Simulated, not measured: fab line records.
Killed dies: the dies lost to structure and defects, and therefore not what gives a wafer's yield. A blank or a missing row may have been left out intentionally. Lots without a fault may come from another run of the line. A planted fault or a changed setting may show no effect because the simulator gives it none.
A struck lot beside a sound one | flow sky130 | 32 out of 708 route steps
Sound: the wafers L400.3, L400.4, L400.5. Wafers L408.2, L408.4, L408.6 were the ones struck. Last of all comes the cause.
Per side, at each step with rows, come the tool, then ch with its chambers, and then its first start. Under that, the readings that differ: sound wafers | struck wafers | difference of the means | sigmas: that difference in standard deviations of wafers without a fault.
alike: a reading whose means differ by less than 2 such deviations, as well as words and numbers matching on both sides. not compared: withheld readings; readings where some wafer has no value; bounds like >300 that might hide an equal value; numbers whose values overlap and for which the record gives no deviation.
The two part at a step that has a row with sigmas, a row that says differs or no value, or rows on one side only. Numbers that don't overlap but have no deviation are shown without sigmas and don't part them. A reading missing from all wafers of one side parts the sides only when that side holds two or more wafers.

first, 4 steps without rows for these wafers: SKY_VIA1_STRIP_17 (strips in post etch residue remover, time 1200 s); SKY_VIA1_CLEAN_18 (cleans in IPA, time 180 s); SKY_VIA1_CLEAN_19 (cleans in O3/DIW); SKY_VIA1_SPUTTER_20 (material TiN, target thk 20 nm, time 80 s).
SKY_VIA1_CVD_21: deposits W, target thk 270 nm, time 80.902 s.
  sound on cvdW-02 ch 0,1, day 34 16:33; struck on cvdW-02 ch 0,1, day 37 15:35
  alike: heaterPowerW
SKY_VIA1_RS_MEAS_22: measurement is done with a four-point probe.
  sound: filmMetro-03 at day 34 16:39; struck: filmMetro-03 at day 37 15:41
  alike: VIA1_W_RS
SKY_VIA1_THK_MEAS_23: measures by xrf.
  sound: filmMetro-03 at day 34 16:45; struck: filmMetro-03 at day 37 15:48
  alike: VIA1_W_THK
then, 1 step without rows for these wafers: SKY_VIA1_CMP_24 (polishes, stops on SiO2, t overpolish 15 s, target thk 0 nm).
SKY_METAL2_SPUTTER_00: material Ti, target thk 15 nm, time 10 s.
  sound: pvdSputter-01 at day 34 17:05; struck: pvdSputter-01 at day 37 16:09
  alike: chamberPressurePa, throttleValvePct
SKY_METAL2_SPUTTER_01: material TiN, target thk 20 nm, time 16.7 s.
  sound: pvdSputter-01 at day 34 17:07; struck: pvdSputter-01 at day 37 16:10
  alike: chamberPressurePa, throttleValvePct
then, 1 step without rows for these wafers: SKY_METAL2_SPUTTER_02 (material AlCu, target thk 250 nm, time 13.3 s).
SKY_METAL2_SPUTTER_03: material Ti, target thk 5 nm, time 3.3 s.
  sound: pvdSputter-01 at day 34 17:10; struck: pvdSputter-01 at day 37 16:13
  alike: chamberPressurePa, throttleValvePct
SKY_METAL2_SPUTTER_04: material TiN, target thk 70 nm, time 58.3 s.
  sound: pvdSputter-01 at day 34 17:11; struck: pvdSputter-01 at day 37 16:14
reading                                   | sound                | struck               | difference | sigmas
chamberPressurePa (Pa)                    | 0.3998 0.4007 0.3999 | 0.4827 0.4818 0.4813 | +0.0818    | +99 or more
throttleValvePct (%)                      | 30.1 29.0 31.8       | 26.4 27.5 28.5       | -2.8       | -3
model.TiN_of_METAL2_SPUTTER_04.thkNm (nm) | 69.02 68.66 67.94    | 67.02 67.58 67.44    | -1.19      | 
SKY_METAL2_RS_MEAS_05: measurement is done with a four-point probe.
  sound: filmMetro-03 at day 34 17:16; struck: filmMetro-04 at day 37 16:19
  alike: METAL2_ALCU_RS
SKY_METAL2_THK_MEAS_06: measures by xrf.
  sound: filmMetro-03 at day 34 17:22; struck: filmMetro-04 at day 37 16:25
  alike: METAL2_ALCU_THK
then, 8 steps without rows for these wafers: SKY_METAL2_DEHYDRATE_07 (time 60 s); SKY_METAL2_HMDS_08 (prime time 60 s); SKY_METAL2_COAT_09 (resist thk 60 nm); SKY_METAL2_COAT_10 (resist thk 450 nm); SKY_METAL2_SOFTBAKE_11 (time 90 s); SKY_METAL2_EXPOSE_12 (exposes mask MM2, target cd 140 nm); SKY_METAL2_PEB_13; SKY_METAL2_DEVELOP_14 (develop time 60 s).
SKY_METAL2_CD_MEAS_15 targets a cd of 140 nm.
  sound: cdSem-01 at day 35 19:38; struck: cdSem-02 at day 38 17:19
  alike: cdNm
SKY_METAL2_OVL_MEAS_16:
  sound: overlay-02 at day 35 19:43; struck: overlay-01 at day 38 17:25
reading         | sound    | struck | difference | sigmas
METAL2_OVL (nm) | 12 15 14 | 5 5 1  | -10        | -2
then, 3 steps without rows for these wafers: SKY_METAL2_DESCUM_17 (chemistry O2, time 8 s); SKY_METAL2_ETCH_18 (etches BARC in N2/H2, stops on SiO2, time 45.9 s, target depth 60 nm); SKY_METAL2_METAL_ETCH_19 (etches the open film in Cl2/BCl3, stops on SiO2, target depth 360 nm, time 78 s).
SKY_METAL2_STRIP_20: strips in O2/N2.
  sound on plasmaAsher-02 ch 0,1, day 35 19:58; struck on plasmaAsher-01 ch 0,1, day 38 17:38
  alike: drypumpMotorCurrentA, oesProductAu, stripTimeToEndpointS
  not compared: rfHoursCounterH
SKY_METAL2_STRIP_21: strips in post etch residue remover, time 1200 s.
  sound on wetBench-02 ch 0, day 35 20:02; struck on wetBench-04 ch 2, day 38 17:44
reading                                   | sound            | struck           | difference | sigmas
model.TiN_of_METAL2_SPUTTER_04.thkNm (nm) | 68.6 68.25 67.52 | 66.6 67.16 67.02 | -1.2       | 
  alike: tempC
then, 1 step without rows for these wafers: SKY_METAL2_CLEAN_22 (cleans in IPA, time 180 s).
-- the record jumps here: 10 days lie between the struck wafers' starts before and after (it left off in module METAL2 and takes up again in module PAD_OPEN, whose first step shown is number 708 of the route) --
SKY_PAD_OPEN_PROBE_99:
  sound: prober-02 at day 46 08:15; struck: prober-02 at day 48 15:11
reading                  | sound       | struck      | difference | sigmas
killedAtFrontEnd         | 14 19 23    | 10 9 5      | -11        | -2
killedOnRim              | 21 15 22    | 10 8 14     | -9         | -2
killedShort              | 40 45 41    | 28 29 27    | -14        | -2
sort_bin_3_pad_short (%) | 1.6 1.0 1.4 | 0.6 0.4 0.2 | -0.9       | -2
  alike: defectLimitedYield, killed_at_M0_to_M3, killed_at_M4_up, killedAtContacts, killedAtOther, killedDies, killedOpen, sort_bin_5_function, sort_bin_6_memory, sortNPass, sortYieldPct

WHERE THEY PART
At SKY_METAL2_SPUTTER_04 first; at SKY_PAD_OPEN_PROBE_99 last (within this record only).

WHY: what had been put in by the simulator
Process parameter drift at SKY_METAL2_SPUTTER_04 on pvdSputter-01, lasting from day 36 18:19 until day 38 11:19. Setting chamberPressurePa shifted by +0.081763 from 0.4. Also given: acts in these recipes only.
